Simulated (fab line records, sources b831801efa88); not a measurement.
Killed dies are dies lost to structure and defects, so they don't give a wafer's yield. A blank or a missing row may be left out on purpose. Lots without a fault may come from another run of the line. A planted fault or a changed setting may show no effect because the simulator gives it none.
Which tool did it? | flow gf180mcu | 7 lots, 21 wafers sampled, at 4 steps of a route of 602

WHAT THE GAUGES READ, wafer by wafer
GF_V2_THK_MEAS_01.
lot  | measured     | on            | V2_CVD_00_THK (nm)
L998 | day 20 08:35 | film_metro-01 | 596 610 595
L102 | day 21 16:47 | film_metro-02 | 599 595 596
L104 | day 22 13:44 | film_metro-04 | 601 599 602
L106 | day 23 02:29 | film_metro-01 | 593 592 598
L108 | day 23 21:23 | film_metro-01 | 594 590 596
L116 | day 26 13:53 | film_metro-01 | 579 588 589
L119 | day 27 09:09 | film_metro-01 | 595 588 592

WHICH TOOL RAN EACH LOT (tool, then ch and the chambers of the sampled wafers, then the start)
lot  | GF_SALICIDE_RTA_08               | GF_M1_SPUTTER_02             | GF_V1_CVD_02
L998 | rtp_anneal-02 ch 0, day 16 03:28 | pvd_sputter-03, day 17 04:17 | pecvd-01 ch 0,1, day 18 04:18
L102 | rtp_anneal-01 ch 0, day 17 10:17 | pvd_sputter-03, day 18 11:53 | pecvd-01 ch 0,1,2, day 19 13:10
L104 | rtp_anneal-02 ch 0, day 18 08:05 | pvd_sputter-03, day 19 10:12 | pecvd-02 ch 0,2, day 20 11:25
L106 | rtp_anneal-02 ch 0, day 18 20:01 | pvd_sputter-04, day 19 22:49 | pecvd-02 ch 0,2, day 20 23:47
L108 | rtp_anneal-01 ch 0, day 19 17:08 | pvd_sputter-02, day 20 18:53 | pecvd-01 ch 0,1,2, day 21 19:56
L116 | rtp_anneal-02 ch 0, day 22 16:58 | pvd_sputter-04, day 23 16:54 | pecvd-01 ch 0,1,2, day 24 16:12
L119 | rtp_anneal-02 ch 0, day 23 13:06 | pvd_sputter-03, day 24 13:14 | pecvd-02 ch 0,1, day 25 12:03
- GF_SALICIDE_RTA_08: time 30 s.
- GF_M1_SPUTTER_02: material AlCu, target thk 450 nm, time 23.9 s.
- GF_V1_CVD_02: deposits SiO2 from TEOS, target thk 850 nm, time 94.851 s.

THE ANSWER, worked out from the rows above alone
Rule: what is usual is taken from the lots themselves. Put in order of their means at a reading, lots are off if they are a third of the lots or fewer, leave a main group of 4 or more, and stand apart from it by a gap of 3 or more times the standard deviation of the main group's means; of several such gaps the widest counts. A main group whose means are all the same, to the digits that the tables above print for the reading, isn't used. A lot without any number at a reading at which 4 lots or more have one is off too. The other lots that the step has rows for count as sound.
No lot is off at any reading shown: from this, nothing can be told.

WHAT THE SIMULATOR HAD PUT IN
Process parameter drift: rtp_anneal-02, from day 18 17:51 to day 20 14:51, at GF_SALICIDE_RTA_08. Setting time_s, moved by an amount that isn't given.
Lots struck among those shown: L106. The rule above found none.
